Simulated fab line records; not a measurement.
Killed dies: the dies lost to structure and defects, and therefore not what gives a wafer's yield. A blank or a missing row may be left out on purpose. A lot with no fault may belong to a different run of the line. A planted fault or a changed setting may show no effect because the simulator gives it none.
A struck lot beside a sound one    flow sky130    43 out of 708 route steps
Sound: wafers L814.2, L814.4, L814.6. Struck: wafers L824.2, L824.6 (left out: L824.1, a lot-mate that was not struck); the cause follows at the end.
Each step with rows lists, per side, the tool, then ch with its chambers, then its first start. Under that, the readings that differ: sound wafers    struck wafers    difference of the means    sigmas: that difference in standard deviations of wafers without a fault.
alike: readings with means less than 2 such deviations apart, plus words and numbers identical on both sides. not compared: withheld readings, readings lacking a value on some wafer, bounds such as >300 that could conceal the same value, and numbers that have no deviation in the record and whose values overlap.
The two part at a step that has a row with sigmas, a row that says differs or no value, or rows on one side only. Numbers that have no deviation but don't overlap get no sigmas and don't part them. A reading missing from all wafers of one side parts the sides only when that side holds two or more wafers.

first, 3 steps without rows for these wafers: SKY_VIA1_EXPOSE_09 (exposes mask VIM, target cd 150 nm); SKY_VIA1_PEB_10; SKY_VIA1_DEVELOP_11 (develop time 60 s).
SKY_VIA1_CD_MEAS_12 targets a cd of 150 nm.
  struck on cd_sem-02, day 37 19:41; sound on cd_sem-01, day 34 10:31
  alike: cd_nm
SKY_VIA1_OVL_MEAS_13:
  struck on overlay-01, day 37 19:49; sound on overlay-02, day 34 10:37
  alike: VIA1_OVL
then, 1 step without rows for these wafers: SKY_VIA1_ETCH_14 (etches BARC in N2/H2, stops on SiO2, time 45.9 s, target depth 60 nm).
SKY_VIA1_ETCH_15: etches SiO2 in C4F8/O2/Ar, stops on TiN, target depth 351 nm, time 54 s.
  sound on rie_diel-02 ch 0,3, day 34 10:41; struck on rie_diel-03 ch 1,2, day 37 19:53
  alike: oes_product_au
  not compared: rf_hours_counter_h
then, 5 steps without rows for these wafers: SKY_VIA1_STRIP_16 (strips in O2/N2); SKY_VIA1_STRIP_17 (strips in post etch residue remover, time 1200 s); SKY_VIA1_CLEAN_18 (cleans in IPA, time 180 s); SKY_VIA1_CLEAN_19 (cleans in O3/DIW); SKY_VIA1_SPUTTER_20 (material TiN, target thk 20 nm, time 80 s).
SKY_VIA1_CVD_21: deposits W, target thk 270 nm, time 80.902 s.
  sound on cvd_w-01 ch 0, day 34 11:23; struck on cvd_w-01 ch 0, day 37 20:35
  alike: heater_power_w
SKY_VIA1_RS_MEAS_22: measures by four-point-probe.
  struck on film_metro-02, day 37 20:41; sound on film_metro-03, day 34 11:30
  alike: VIA1_W_RS
SKY_VIA1_THK_MEAS_23: measures by xrf.
  struck on film_metro-02, day 37 20:48; sound on film_metro-03, day 34 11:37
  alike: VIA1_W_THK
then, 1 step without rows for these wafers: SKY_VIA1_CMP_24 (polishes, stops on SiO2, t overpolish 15 s, target thk 0 nm).
SKY_METAL2_SPUTTER_00: material Ti, target thk 15 nm, time 10 s.
  struck on pvd_sputter-03, day 37 21:17; sound on pvd_sputter-03, day 34 12:00
  alike: throttle_valve_pct
then, 4 steps without rows for these wafers: SKY_METAL2_SPUTTER_01 (material TiN, target thk 20 nm, time 16.7 s); SKY_METAL2_SPUTTER_02 (material AlCu, target thk 250 nm, time 13.3 s); SKY_METAL2_SPUTTER_03 (material Ti, target thk 5 nm, time 3.3 s); SKY_METAL2_SPUTTER_04 (material TiN, target thk 70 nm, time 58.3 s).
SKY_METAL2_RS_MEAS_05: measures by four-point-probe.
  struck on film_metro-04, day 37 21:26; sound on film_metro-04, day 34 12:10
  alike: METAL2_ALCU_RS
SKY_METAL2_THK_MEAS_06: measures by xrf.
  struck on film_metro-04, day 37 21:33; sound on film_metro-04, day 34 12:16
  alike: METAL2_ALCU_THK
then, 8 steps without rows for these wafers: SKY_METAL2_DEHYDRATE_07 (time 60 s); SKY_METAL2_HMDS_08 (prime time 60 s); SKY_METAL2_COAT_09 (resist thk 60 nm); SKY_METAL2_COAT_10 (resist thk 450 nm); SKY_METAL2_SOFTBAKE_11 (time 90 s); SKY_METAL2_EXPOSE_12 (exposes mask MM2, target cd 140 nm); SKY_METAL2_PEB_13; SKY_METAL2_DEVELOP_14 (develop time 60 s).
SKY_METAL2_CD_MEAS_15 targets a cd of 140 nm.
  struck on cd_sem-01, day 38 22:48; sound on cd_sem-01, day 35 14:01
  alike: cd_nm
SKY_METAL2_OVL_MEAS_16:
  struck on overlay-01, day 38 22:55; sound on overlay-02, day 35 14:08
  alike: METAL2_OVL
SKY_METAL2_DESCUM_17: chemistry O2, time 8 s.
  sound on rie_metal-02 ch 0, day 35 14:10; struck on rie_metal-02 ch 0, day 38 22:58
reading                sound              struck       difference  sigmas
oes_product_au (a.u.)  1.006 1.001 1.008  0.981 0.987  -0.021      -2
  alike: drypump_motor_current_A, temp_c
  not compared: rf_hours_counter_h
SKY_METAL2_ETCH_18: etches BARC in N2/H2, stops on SiO2, time 45.9 s, target depth 60 nm.
  sound on rie_metal-02 ch 0, day 35 14:14; struck on rie_metal-02 ch 0, day 38 22:59
  alike: drypump_motor_current_A, oes_product_au, throttle_valve_pct
  not compared: rf_hours_counter_h
then, 1 step without rows for these wafers: SKY_METAL2_METAL_ETCH_19 (etches the open film in Cl2/BCl3, stops on SiO2, target depth 360 nm, time 78 s).
SKY_METAL2_STRIP_20: strips in O2/N2.
  sound on plasma_asher-04 ch 0, day 35 14:32; struck on plasma_asher-01 ch 0, day 38 23:08
  alike: drypump_motor_current_A, oes_product_au, strip_time_to_endpoint_s
  not compared: rf_hours_counter_h
then, 4 steps without rows for these wafers: SKY_METAL2_STRIP_21 (strips in post etch residue remover, time 1200 s); SKY_METAL2_CLEAN_22 (cleans in IPA, time 180 s); SKY_METAL2_CLEAN_23 (cleans in O3/DIW); SKY_VIA2_HDPCVD_00 (deposits SiO2, target thk 1180 nm, time 196.7 s).
SKY_VIA2_THK_MEAS_01:
  struck on film_metro-02, day 38 23:58; sound on film_metro-04, day 35 15:16
  alike: VIA2_HDPCVD_THK
-- the record jumps here: 10 days lie between the struck wafers' starts before and after (it left off in module VIA2 and takes up again in module PAD_OPEN, whose first step shown is number 708 of the route) --
SKY_PAD_OPEN_PROBE_99:
  struck on prober-02, day 48 17:20; sound on prober-01, day 46 02:54
reading                                sound              struck       difference  sigmas
killed_at_M0_to_M3                     42 41 54           75 69        +26         +4
sort_bin_3_pad_short (%)               0.6 1.2 1.8        4.3 2.8      +2.3        +6
model.etest.tester.sort_bin_3_pct (%)  0.6098 1.22 1.829  4.268 2.846  +2.337      
  alike: defect_limited_yield, killed_at_M4_up, killed_at_contacts, killed_at_front_end, killed_at_other, killed_dies, killed_open, killed_short, sort_bin_5_function, sort_bin_6_memory, sort_n_pass, sort_yield_pct
  not compared: model.etest.tester.sort_n_pass, model.etest.tester.sort_yield_pct, model.etest.tester.sort_bin_5_pct

== WHERE THEY PART ==
First at SKY_METAL2_DESCUM_17; last, within this record, at SKY_PAD_OPEN_PROBE_99.

WHY: what had been put in by the simulator
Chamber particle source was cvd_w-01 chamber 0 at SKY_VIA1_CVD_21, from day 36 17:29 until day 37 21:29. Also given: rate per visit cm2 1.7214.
